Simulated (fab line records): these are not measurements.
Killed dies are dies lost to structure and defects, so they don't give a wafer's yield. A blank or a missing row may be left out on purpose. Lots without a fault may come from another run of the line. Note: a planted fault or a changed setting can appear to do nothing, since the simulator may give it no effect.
Which of the tools did it? / flow gf180mcu / 33 wafers from 11 lots sampled at 5 of the route's 602 steps

== WHAT THE GAUGES SHOWED, per wafer ==
GF_V4_THK_MEAS_03. Usual: for V4_CVD_02_THK the level is 848 nm and the standard deviation is 11.
lot=L126; measured=day 25 08:00; on=film_metro-03; V4_CVD_02_THK (nm)=845 845 850; flag=
lot=L127; measured=day 25 21:35; on=film_metro-02; V4_CVD_02_THK (nm)=859 870 878; flag=
lot=L128; measured=day 26 03:45; on=film_metro-02; V4_CVD_02_THK (nm)=837 883 847; flag=
lot=L131; measured=day 26 22:22; on=film_metro-04; V4_CVD_02_THK (nm)=876 844 889; flag=
lot=L134; measured=day 27 23:25; on=film_metro-02; V4_CVD_02_THK (nm)=849 843 854; flag=
lot=L135; measured=day 28 04:05; on=film_metro-02; V4_CVD_02_THK (nm)=833 830 855; flag=
lot=L136; measured=day 28 11:51; on=film_metro-02; V4_CVD_02_THK (nm)=838 851 853; flag=
lot=L137; measured=day 28 17:28; on=film_metro-02; V4_CVD_02_THK (nm)=831 847 853; flag=
lot=L141; measured=day 29 21:47; on=film_metro-02; V4_CVD_02_THK (nm)=838 838 852; flag=
lot=L143; measured=day 30 12:02; on=film_metro-02; V4_CVD_02_THK (nm)=841 844 842; flag=
lot=L144; measured=day 30 21:12; on=film_metro-03; V4_CVD_02_THK (nm)=830 856 841; flag=

== TOOL THAT RAN EACH LOT (tool first, then ch and the chambers of the sampled wafers, then the start) ==
lot=L126; GF_V3_CVD_23=cvd_w-02 ch 0,1, day 24 07:40; GF_V3_CMP_26=cmp-02 ch 0,1,3, day 24 08:12; GF_M4_SPUTTER_01=pvd_sputter-03, day 24 08:36; GF_V4_CVD_02=pecvd-02 ch 0,2, day 25 07:56
lot=L127; GF_V3_CVD_23=cvd_w-01 ch 0,1, day 24 21:29; GF_V3_CMP_26=cmp-02 ch 0,1,3, day 24 23:02; GF_M4_SPUTTER_01=pvd_sputter-03, day 24 23:20; GF_V4_CVD_02=pecvd-03 ch 0,1,2, day 25 21:29
lot=L128; GF_V3_CVD_23=cvd_w-02 ch 0,1, day 25 04:21; GF_V3_CMP_26=cmp-01 ch 0,1,3, day 25 05:00; GF_M4_SPUTTER_01=pvd_sputter-02, day 25 05:15; GF_V4_CVD_02=pecvd-02 ch 0,1, day 26 03:40
lot=L131; GF_V3_CVD_23=cvd_w-01 ch 0,1, day 25 23:28; GF_V3_CMP_26=cmp-02 ch 0,1,3, day 25 23:52; GF_M4_SPUTTER_01=pvd_sputter-03, day 26 00:10; GF_V4_CVD_02=pecvd-02 ch 0,2, day 26 22:17
lot=L134; GF_V3_CVD_23=cvd_w-01 ch 0,1, day 27 01:59; GF_V3_CMP_26=cmp-01 ch 0,2,3, day 27 02:16; GF_M4_SPUTTER_01=pvd_sputter-03, day 27 02:40; GF_V4_CVD_02=pecvd-01 ch 0,1,2, day 27 23:20
lot=L135; GF_V3_CVD_23=cvd_w-01 ch 0,1, day 27 05:59; GF_V3_CMP_26=cmp-01 ch 1,2,3, day 27 06:17; GF_M4_SPUTTER_01=pvd_sputter-03, day 27 06:41; GF_V4_CVD_02=pecvd-03 ch 0,2, day 28 04:01
lot=L136; GF_V3_CVD_23=cvd_w-01 ch 0,1, day 27 14:14; GF_V3_CMP_26=cmp-02 ch 2,3, day 27 14:32; GF_M4_SPUTTER_01=pvd_sputter-03, day 27 14:53; GF_V4_CVD_02=pecvd-03 ch 0,1, day 28 11:46
lot=L137; GF_V3_CVD_23=cvd_w-01 ch 0,1, day 27 19:49; GF_V3_CMP_26=cmp-01 ch 0,1, day 27 20:10; GF_M4_SPUTTER_01=pvd_sputter-03, day 27 20:31; GF_V4_CVD_02=pecvd-03 ch 1,2, day 28 17:24
lot=L141; GF_V3_CVD_23=cvd_w-02 ch 0,1, day 29 00:53; GF_V3_CMP_26=cmp-02 ch 0,2,3, day 29 01:11; GF_M4_SPUTTER_01=pvd_sputter-03, day 29 01:35; GF_V4_CVD_02=pecvd-03 ch 1,2, day 29 21:43
lot=L143; GF_V3_CVD_23=cvd_w-01 ch 0,1, day 29 15:03; GF_V3_CMP_26=cmp-02 ch 0,2,3, day 29 15:34; GF_M4_SPUTTER_01=pvd_sputter-02, day 29 15:55; GF_V4_CVD_02=pecvd-02 ch 0,1,2, day 30 11:57
lot=L144; GF_V3_CVD_23=cvd_w-01 ch 0,1, day 30 00:51; GF_V3_CMP_26=cmp-02 ch 0,1, day 30 01:11; GF_M4_SPUTTER_01=pvd_sputter-02, day 30 01:32; GF_V4_CVD_02=pecvd-03 ch 0,1, day 30 21:08
- GF_V3_CVD_23: deposits W, target thk 350 nm, time 104.9 s.
- GF_V3_CMP_26: polishes, stops on SiO2, t overpolish 15 s, target thk 0 nm.
- GF_M4_SPUTTER_01: material TiN, target thk 30 nm, time 25 s.
- GF_V4_CVD_02: deposits SiO2 from TEOS, target thk 850 nm, time 94.851 s.

== WHAT THE TOOLS THEMSELVES READ (means of the sampled wafers that have a number; where no wafer has one, the mark that the record gives instead) ==
GF_V3_CVD_23. Usual: 891 W for heater_power_w, sd 35.
lot=L126; tool=cvd_w-02; heater_power_w (W)=867; flag=
lot=L127; tool=cvd_w-01; heater_power_w (W)=912; flag=
lot=L128; tool=cvd_w-02; heater_power_w (W)=857; flag=
lot=L131; tool=cvd_w-01; heater_power_w (W)=927; flag=
lot=L134; tool=cvd_w-01; heater_power_w (W)=919; flag=
lot=L135; tool=cvd_w-01; heater_power_w (W)=919; flag=
lot=L136; tool=cvd_w-01; heater_power_w (W)=902; flag=
lot=L137; tool=cvd_w-01; heater_power_w (W)=916; flag=
lot=L141; tool=cvd_w-02; heater_power_w (W)=857; flag=
lot=L143; tool=cvd_w-01; heater_power_w (W)=938; flag=
lot=L144; tool=cvd_w-01; heater_power_w (W)=927; flag=

GF_V3_CMP_26. Usual: motor_current_A 11.4 A, standard deviation 1.8; overpolish_run_s 15.000 s, standard deviation 0.0093; retaining_ring_pressure_frac 1.000, standard deviation 0.0052; time_to_endpoint_s 87 s, standard deviation 4.
lot=L126; tool=cmp-02; motor_current_A (A)=13.0; overpolish_run_s (s)=14.998; retaining_ring_pressure_frac=0.999; time_to_endpoint_s (s)=88; flag=
lot=L127; tool=cmp-02; motor_current_A (A)=13.1; overpolish_run_s (s)=14.998; retaining_ring_pressure_frac=1.002; time_to_endpoint_s (s)=88; flag=
lot=L128; tool=cmp-01; motor_current_A (A)=10.1; overpolish_run_s (s)=15.005; retaining_ring_pressure_frac=0.999; time_to_endpoint_s (s)=91; flag=
lot=L131; tool=cmp-02; motor_current_A (A)=13.1; overpolish_run_s (s)=15.004; retaining_ring_pressure_frac=1.002; time_to_endpoint_s (s)=87; flag=
lot=L134; tool=cmp-01; motor_current_A (A)=10.0; overpolish_run_s (s)=15.007; retaining_ring_pressure_frac=1.000; time_to_endpoint_s (s)=88; flag=
lot=L135; tool=cmp-01; motor_current_A (A)=9.4; overpolish_run_s (s)=14.992; retaining_ring_pressure_frac=0.996; time_to_endpoint_s (s)=90; flag=
lot=L136; tool=cmp-02; motor_current_A (A)=11.9; overpolish_run_s (s)=14.999; retaining_ring_pressure_frac=0.999; time_to_endpoint_s (s)=85; flag=
lot=L137; tool=cmp-01; motor_current_A (A)=9.7; overpolish_run_s (s)=15.002; retaining_ring_pressure_frac=0.998; time_to_endpoint_s (s)=89; flag=
lot=L141; tool=cmp-02; motor_current_A (A)=13.0; overpolish_run_s (s)=15.009; retaining_ring_pressure_frac=1.003; time_to_endpoint_s (s)=86; flag=
lot=L143; tool=cmp-02; motor_current_A (A)=13.0; overpolish_run_s (s)=14.993; retaining_ring_pressure_frac=0.998; time_to_endpoint_s (s)=85; flag=
lot=L144; tool=cmp-02; motor_current_A (A)=12.5; overpolish_run_s (s)=15.005; retaining_ring_pressure_frac=1.000; time_to_endpoint_s (s)=92; flag=

GF_M4_SPUTTER_01. Usual: 30.2 % for throttle_valve_pct, sd 0.88.
lot=L126; tool=pvd_sputter-03; throttle_valve_pct (%)=30.9; flag=
lot=L127; tool=pvd_sputter-03; throttle_valve_pct (%)=30.4; flag=
lot=L128; tool=pvd_sputter-02; throttle_valve_pct (%)=30.0; flag=
lot=L131; tool=pvd_sputter-03; throttle_valve_pct (%)=30.5; flag=
lot=L134; tool=pvd_sputter-03; throttle_valve_pct (%)=30.8; flag=
lot=L135; tool=pvd_sputter-03; throttle_valve_pct (%)=30.7; flag=
lot=L136; tool=pvd_sputter-03; throttle_valve_pct (%)=30.8; flag=
lot=L137; tool=pvd_sputter-03; throttle_valve_pct (%)=30.6; flag=
lot=L141; tool=pvd_sputter-03; throttle_valve_pct (%)=30.1; flag=
lot=L143; tool=pvd_sputter-02; throttle_valve_pct (%)=29.5; flag=
lot=L144; tool=pvd_sputter-02; throttle_valve_pct (%)=29.8; flag=

GF_V4_CVD_02. Usual: heater_power_w 701 W, standard deviation 88; rf_fwd_power_W 595.9 W, standard deviation 2.3.
lot=L126; tool=pecvd-02; heater_power_w (W)=684; rf_fwd_power_W (W)=595.7; flag=
lot=L127; tool=pecvd-03; heater_power_w (W)=679; rf_fwd_power_W (W)=595.9; flag=
lot=L128; tool=pecvd-02; heater_power_w (W)=653; rf_fwd_power_W (W)=627.8; flag=OFF
lot=L131; tool=pecvd-02; heater_power_w (W)=547; rf_fwd_power_W (W)=661.3; flag=OFF
lot=L134; tool=pecvd-01; heater_power_w (W)=712; rf_fwd_power_W (W)=596.2; flag=
lot=L135; tool=pecvd-03; heater_power_w (W)=666; rf_fwd_power_W (W)=599.1; flag=
lot=L136; tool=pecvd-03; heater_power_w (W)=754; rf_fwd_power_W (W)=593.0; flag=
lot=L137; tool=pecvd-03; heater_power_w (W)=780; rf_fwd_power_W (W)=592.6; flag=
lot=L141; tool=pecvd-03; heater_power_w (W)=732; rf_fwd_power_W (W)=594.2; flag=
lot=L143; tool=pecvd-02; heater_power_w (W)=697; rf_fwd_power_W (W)=594.9; flag=
lot=L144; tool=pecvd-03; heater_power_w (W)=722; rf_fwd_power_W (W)=593.1; flag=

== THE ANSWER, worked out from the rows above alone ==
Rule: lot off if the mean of its wafers having a number is beyond 3 standard deviations from the usual mean. Also off: a lot with no number at a reading for which 4 or more lots have one. Any other lot the step has rows for is counted as sound. Order of review: gauges by route order, followed by the tools' own readings, for which a lot's mean as printed above is used. The first step at which some lot is off is used, and at that step the reading that is off furthest; a lot without a number counts as furthest.
Off: L128, L131, at GF_V4_CVD_02 (rf_fwd_power_W).
A tool fits if, at that step or a process step before it, it ran every lot that is off, and no sound lot after the first of them. Of those tried, none fits.

== WHAT WAS PUT IN BY THE SIMULATOR ==
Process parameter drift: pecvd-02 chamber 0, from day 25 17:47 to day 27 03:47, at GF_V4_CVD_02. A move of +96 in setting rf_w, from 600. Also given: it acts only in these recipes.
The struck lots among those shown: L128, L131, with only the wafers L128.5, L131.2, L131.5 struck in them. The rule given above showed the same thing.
